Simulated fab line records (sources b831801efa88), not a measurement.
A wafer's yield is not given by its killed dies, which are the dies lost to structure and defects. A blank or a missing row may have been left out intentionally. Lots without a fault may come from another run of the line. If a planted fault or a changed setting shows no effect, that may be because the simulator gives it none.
Which tool was responsible? || flow gf180mcu || 7 lots with 21 wafers sampled at 2 steps, on a route of 602 steps

## WHAT THE GAUGES SHOWED, per wafer
GF_DUAL_GATE_THK_MEAS_03.
{"lot": "L653", "measured": "day 7 21:59", "on": "filmMetro-04", "DUAL_GATE_OXIDATION_00_THK (nm)": "11.14 11.02 11.23"}
{"lot": "L656", "measured": "day 8 23:37", "on": "filmMetro-02", "DUAL_GATE_OXIDATION_00_THK (nm)": "11.18 11.14 11.00"}
{"lot": "L659", "measured": "day 9 17:16", "on": "filmMetro-02", "DUAL_GATE_OXIDATION_00_THK (nm)": "10.87 10.91 10.82"}
{"lot": "L662", "measured": "day 10 09:58", "on": "filmMetro-02", "DUAL_GATE_OXIDATION_00_THK (nm)": "11.37 11.20 11.23"}
{"lot": "L664", "measured": "day 10 21:46", "on": "filmMetro-02", "DUAL_GATE_OXIDATION_00_THK (nm)": "11.36 11.40 11.25"}
{"lot": "L669", "measured": "day 12 11:11", "on": "filmMetro-01", "DUAL_GATE_OXIDATION_00_THK (nm)": "13.63 13.77 13.92"}
{"lot": "L675", "measured": "day 14 02:00", "on": "filmMetro-04", "DUAL_GATE_OXIDATION_00_THK (nm)": "10.68 10.62 10.59"}

## TOOL THAT RAN EACH LOT (tool first, then ch and the chambers of the sampled wafers, then the start)
{"lot": "L653", "GF_DUAL_GATE_OXIDATION_02": "furnace-02 ch 0, day 7 20:31"}
{"lot": "L656", "GF_DUAL_GATE_OXIDATION_02": "furnace-02 ch 0, day 8 22:10"}
{"lot": "L659", "GF_DUAL_GATE_OXIDATION_02": "furnace-01 ch 0, day 9 15:49"}
{"lot": "L662", "GF_DUAL_GATE_OXIDATION_02": "furnace-02 ch 0, day 10 08:31"}
{"lot": "L664", "GF_DUAL_GATE_OXIDATION_02": "furnace-02 ch 0, day 10 20:19"}
{"lot": "L669", "GF_DUAL_GATE_OXIDATION_02": "furnace-01 ch 0, day 12 09:43"}
{"lot": "L675", "GF_DUAL_GATE_OXIDATION_02": "furnace-02 ch 0, day 14 00:33"}
- GF_DUAL_GATE_OXIDATION_02: stabilise 600 s, purge 300 s, target thk 10.887 nm.

## THE ANSWER, worked out from the rows above alone
Rule: usual is defined by the lots themselves. Put in order of their means at a reading, lots are off if they are a third of the lots or fewer, leave a main group of 4 or more, and stand apart from it by a gap of 3 or more times the standard deviation of the main group's means; of several such gaps the widest counts. If all means in a main group match to the digits the tables above print for the reading, that group is not used. Also off: a lot with no number at a reading for which 4 or more lots have one. The other lots that the step has rows for count as sound.
Off: L669, seen at GF_DUAL_GATE_THK_MEAS_03 (DUAL_GATE_OXIDATION_00_THK). The main group has a mean of 11.06 nm with a standard deviation of 0.24.
A tool fits if, at a process step before that reading, it ran every lot that is off, and no sound lot after the first of them. Those tools and the gauges at GF_DUAL_GATE_THK_MEAS_03 are tried in the same way. Undecided on this evidence; 2 tools fit (furnace-01 at GF_DUAL_GATE_OXIDATION_02, filmMetro-01 at GF_DUAL_GATE_THK_MEAS_03).

## WHAT HAD BEEN PUT IN BY THE SIMULATOR
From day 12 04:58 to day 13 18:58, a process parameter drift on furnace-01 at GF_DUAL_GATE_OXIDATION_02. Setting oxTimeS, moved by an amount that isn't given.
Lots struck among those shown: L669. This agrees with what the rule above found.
